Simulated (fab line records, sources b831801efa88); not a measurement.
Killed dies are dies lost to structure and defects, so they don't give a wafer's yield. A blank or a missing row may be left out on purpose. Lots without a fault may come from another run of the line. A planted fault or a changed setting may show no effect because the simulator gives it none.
Which tool did it? | flow gf180mcu | 12 lots, 36 wafers sampled, at 6 steps of a route of 602

WHAT THE GAUGES READ, wafer by wafer
GF_CONTACT_THK_MEAS_03.
lot  | measured     | on            | CONTACT_CVD_02_THK (nm)
L201 | day 15 01:55 | film_metro-03 | 840 856 869
L202 | day 15 12:53 | film_metro-04 | 836 862 851
L204 | day 16 06:37 | film_metro-04 | 877 869 868
L205 | day 16 16:47 | film_metro-01 | 846 861 875
L207 | day 17 04:43 | film_metro-04 | 839 853 857
L210 | day 18 10:56 | film_metro-04 | 848 860 873
L213 | day 19 13:48 | film_metro-01 | 855 863 879
L218 | day 21 11:20 | film_metro-01 | 861 599 602
L219 | day 21 16:55 | film_metro-01 | 849 604 870
L221 | day 22 08:01 | film_metro-04 | 853 862 868
L222 | day 22 18:14 | film_metro-04 | 861 863 869
L224 | day 23 06:49 | film_metro-01 | 862 867 880

GF_CONTACT_RS_MEAS_25: measures by four-point-probe.
lot  | measured     | on            | CONTACT_W_RS (ohm/sq)
L201 | day 16 00:34 | film_metro-03 | 0.380 0.373 0.376
L202 | day 16 11:59 | film_metro-04 | 0.390 0.382 0.379
L204 | day 17 06:48 | film_metro-01 | 0.383 0.376 0.388
L205 | day 17 15:59 | film_metro-03 | 0.377 0.376 0.388
L207 | day 18 03:54 | film_metro-03 | 0.387 0.381 0.384
L210 | day 19 12:19 | film_metro-01 | 0.383 0.384 0.379
L213 | day 20 14:54 | film_metro-01 | 0.375 0.388 0.381
L218 | day 22 12:02 | film_metro-01 | 0.379 0.382 0.384
L219 | day 22 17:36 | film_metro-01 | 0.386 0.377 0.381
L221 | day 23 08:18 | film_metro-01 | 0.378 0.378 0.376
L222 | day 23 18:02 | film_metro-04 | 0.376 0.373 0.377
L224 | day 24 06:40 | film_metro-01 | 0.376 0.389 0.381

WHICH TOOL RAN EACH LOT (tool, then ch and the chambers of the sampled wafers, then the start)
lot  | GF_HV_LDD_RTA_52                 | GF_SALICIDE_SPUTTER_02       | GF_CONTACT_CVD_02               | GF_CONTACT_CMP_04
L201 | rtp_anneal-02 ch 0, day 12 07:19 | pvd_sputter-02, day 15 01:11 | pecvd-03 ch 0,1, day 15 01:50   | cmp-01 ch 2,3, day 15 01:58
L202 | rtp_anneal-02 ch 0, day 12 17:02 | pvd_sputter-03, day 15 12:04 | pecvd-01 ch 0,1, day 15 12:47   | cmp-01 ch 0,1,2, day 15 13:01
L204 | rtp_anneal-02 ch 0, day 13 09:49 | pvd_sputter-02, day 16 05:53 | pecvd-01 ch 0,1,2, day 16 06:32 | cmp-01 ch 0,1,3, day 16 06:44
L205 | rtp_anneal-01 ch 0, day 13 18:06 | pvd_sputter-03, day 16 16:05 | pecvd-02 ch 0,2, day 16 16:43   | cmp-02 ch 2,3, day 16 16:53
L207 | rtp_anneal-01 ch 0, day 14 05:07 | pvd_sputter-02, day 17 03:59 | pecvd-02 ch 1,2, day 17 04:38   | cmp-02 ch 0,1,3, day 17 04:46
L210 | rtp_anneal-01 ch 0, day 15 11:25 | pvd_sputter-03, day 18 10:14 | pecvd-01 ch 0,2, day 18 10:52   | cmp-02 ch 0,1,3, day 18 11:03
L213 | rtp_anneal-01 ch 0, day 16 10:25 | pvd_sputter-02, day 19 13:05 | pecvd-03 ch 0,1,2, day 19 13:43 | cmp-02 ch 1,2, day 19 13:55
L218 | rtp_anneal-02 ch 0, day 18 06:49 | pvd_sputter-02, day 21 10:36 | pecvd-02 ch 1,2, day 21 11:14   | cmp-02 ch 2,3, day 21 11:23
L219 | rtp_anneal-02 ch 0, day 18 13:56 | pvd_sputter-03, day 21 16:11 | pecvd-02 ch 1,2, day 21 16:49   | cmp-01 ch 0,2,3, day 21 17:05
L221 | rtp_anneal-01 ch 0, day 19 03:05 | pvd_sputter-04, day 22 07:18 | pecvd-03 ch 0,1,2, day 22 07:57 | cmp-02 ch 0,2,3, day 22 08:08
L222 | rtp_anneal-02 ch 0, day 19 14:28 | pvd_sputter-04, day 22 17:32 | pecvd-01 ch 0,2, day 22 18:10   | cmp-01 ch 0,2,3, day 22 18:23
L224 | rtp_anneal-01 ch 0, day 20 03:23 | pvd_sputter-03, day 23 06:05 | pecvd-03 ch 0,1,2, day 23 06:45 | cmp-01 ch 1,2, day 23 06:51
- GF_HV_LDD_RTA_52: time 10 s.
- GF_SALICIDE_SPUTTER_02: material Co, target thk 10 nm, time 20 s.
- GF_CONTACT_CVD_02: deposits SiO2 from TEOS, target thk 860 nm, time 95.992 s.
- GF_CONTACT_CMP_04: polishes SiO2.

WHAT THE TOOLS THEMSELVES READ (means of the sampled wafers that have a number; where no wafer has one, the mark that the record gives instead)
GF_HV_LDD_RTA_52.
lot  | tool          | lamp_power_pct (%) | wafer_temp_C_max
L201 | rtp_anneal-02 | 33.7               | 1004.0
L202 | rtp_anneal-02 | 33.7               | 1004.8
L204 | rtp_anneal-02 | 33.7               | 1003.9
L205 | rtp_anneal-01 | 30.7               | 1006.2
L207 | rtp_anneal-01 | 30.6               | 1006.2
L210 | rtp_anneal-01 | 30.7               | 1006.4
L213 | rtp_anneal-01 | 30.7               | 1006.0
L218 | rtp_anneal-02 | 33.7               | 1003.0
L219 | rtp_anneal-02 | 33.7               | 1004.7
L221 | rtp_anneal-01 | 30.7               | 1006.5
L222 | rtp_anneal-02 | 33.7               | 1005.2
L224 | rtp_anneal-01 | 30.6               | 1005.7

GF_SALICIDE_SPUTTER_02.
lot  | tool           | chamber_pressure_pa (Pa) | throttle_valve_pct (%)
L201 | pvd_sputter-02 | 0.3998                   | 29.3
L202 | pvd_sputter-03 | 0.4005                   | 29.9
L204 | pvd_sputter-02 | 0.3993                   | 29.1
L205 | pvd_sputter-03 | 0.3994                   | 31.0
L207 | pvd_sputter-02 | 0.4002                   | 29.5
L210 | pvd_sputter-03 | 0.4008                   | 29.0
L213 | pvd_sputter-02 | 0.3999                   | 29.1
L218 | pvd_sputter-02 | 0.3990                   | 31.0
L219 | pvd_sputter-03 | 0.4000                   | 30.7
L221 | pvd_sputter-04 | 0.3994                   | 30.5
L222 | pvd_sputter-04 | 0.3997                   | 30.4
L224 | pvd_sputter-03 | 0.3990                   | 31.5

GF_CONTACT_CVD_02.
lot  | tool     | heater_power_w (W)
L201 | pecvd-03 | 786
L202 | pecvd-01 | 578
L204 | pecvd-01 | 590
L205 | pecvd-02 | 731
L207 | pecvd-02 | 752
L210 | pecvd-01 | 659
L213 | pecvd-03 | 756
L218 | pecvd-02 | 815
L219 | pecvd-02 | 882
L221 | pecvd-03 | 755
L222 | pecvd-01 | 591
L224 | pecvd-03 | 674

GF_CONTACT_CMP_04.
lot  | tool   | motor_current_A (A) | time_to_endpoint_s (s)
L201 | cmp-01 | 11.7                | 108
L202 | cmp-01 | 11.6                | 105
L204 | cmp-01 | 12.0                | 110
L205 | cmp-02 | 10.9                | 114
L207 | cmp-02 | 11.8                | 105
L210 | cmp-02 | 11.7                | 112
L213 | cmp-02 | 11.5                | 109
L218 | cmp-02 | 11.2                | 45
L219 | cmp-01 | 11.9                | 77
L221 | cmp-02 | 11.9                | 110
L222 | cmp-01 | 12.1                | 113
L224 | cmp-01 | 10.9                | 111

THE ANSWER, worked out from the rows above alone
Rule: what is usual is taken from the lots themselves. Put in order of their means at a reading, lots are off if they are a third of the lots or fewer, leave a main group of 4 or more, and stand apart from it by a gap of 3 or more times the standard deviation of the main group's means; of several such gaps the widest counts. A main group whose means are all the same, to the digits that the tables above print for the reading, isn't used. A lot without any number at a reading at which 4 lots or more have one is off too. The other lots that the step has rows for count as sound. The gauges are gone through in route order, then the tools' own readings, and for those a lot's mean is taken as printed above. The first step at which some lot is off is used, and at that step the reading that is off furthest; a lot without a number counts as furthest.
Off: L218, L219, at GF_CONTACT_THK_MEAS_03 (CONTACT_CVD_02_THK). The main group: mean 861 nm, standard deviation 7.1.
A tool fits if, at a process step before that reading, it ran every lot that is off, and no sound lot after the first of them. The gauges at GF_CONTACT_THK_MEAS_03 aren't tried: what is off there is off at GF_CONTACT_CMP_04 too, on other tools, and a gauge's error can't cause that. One fits: pecvd-02 at GF_CONTACT_CVD_02. Its last sound lot is L207 (day 17 04:38), its first lot that is off L218 (day 21 11:14): a fault that began between those two fits.

WHAT THE SIMULATOR HAD PUT IN
Process parameter drift: pecvd-02, from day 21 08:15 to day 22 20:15, at GF_CONTACT_CVD_02. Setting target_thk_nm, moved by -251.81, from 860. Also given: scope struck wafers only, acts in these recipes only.
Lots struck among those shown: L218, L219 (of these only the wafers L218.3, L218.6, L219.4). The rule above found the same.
